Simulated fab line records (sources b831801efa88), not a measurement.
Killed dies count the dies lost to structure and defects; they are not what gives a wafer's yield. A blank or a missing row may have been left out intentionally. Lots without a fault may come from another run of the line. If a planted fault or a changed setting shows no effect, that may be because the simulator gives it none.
The same fault as seen by 2 desks :: flow gf180mcu :: every desk sees just its own numbers, and what lay behind them comes last

THE TOOL OWNER'S DESK: pecvd-04
The tool's own readings at GF_V3_CVD_02 (deposits SiO2 from TEOS, target thk 850 nm, time 94.851 s): means of the sampled wafers that have a number, for each lot that ran on this tool. Marked OUT: a lot whose mean sits more than 4 standard deviations from the usual mean, which makes it out of limits; the brackets give that distance.
Columns: A = heater_power_w at GF_V3_CVD_02, usual 645 W
lot: L707
first seen here: day 22 22:52
A: 608

lot: L716
first seen here: day 25 18:38
A: 629
This desk's verdict: no lot among the 2 shows anything out of limits.

THE METROLOGY DESK
What the gauges read for every lot (on any tool): the sampled wafers with a number, averaged. Marked OUT: a lot whose mean sits more than 4 standard deviations from the usual mean, which makes it out of limits; the brackets give that distance.
Columns: A = cd_nm at GF_M3_CD_MEAS_14, usual 279.7 nm; B = M3_OVL at GF_M3_OVL_MEAS_15, usual -4 nm; C = V3_CVD_00_THK at GF_V3_THK_MEAS_01, usual 601 nm; D = V3_CVD_02_THK at GF_V3_THK_MEAS_03, usual 843 nm
lot: L706
first seen here: day 22 10:40
A: 280.7
B: 2
C: 608
D: 848

lot: L707
first seen here: day 22 21:55
A: 279.3
B: -4
C: 596
D: 822

lot: L716
first seen here: day 25 17:40
A: 279.0
B: 1
C: 604
D: 849

lot: L728
first seen here: day 29 00:28
A: 278.8
B: -1
C: 613
D: 853

lot: L729
first seen here: day 29 10:15
A: 279.1
B: -13
C: 598
D: 851
This desk's verdict: no lot among the 5 shows anything out of limits.

TAKEN TOGETHER
The desk of the tool owner found nothing out of limits.
Metrology desk: nothing out of limits seen.

WHAT THE SIMULATOR HAD PUT IN
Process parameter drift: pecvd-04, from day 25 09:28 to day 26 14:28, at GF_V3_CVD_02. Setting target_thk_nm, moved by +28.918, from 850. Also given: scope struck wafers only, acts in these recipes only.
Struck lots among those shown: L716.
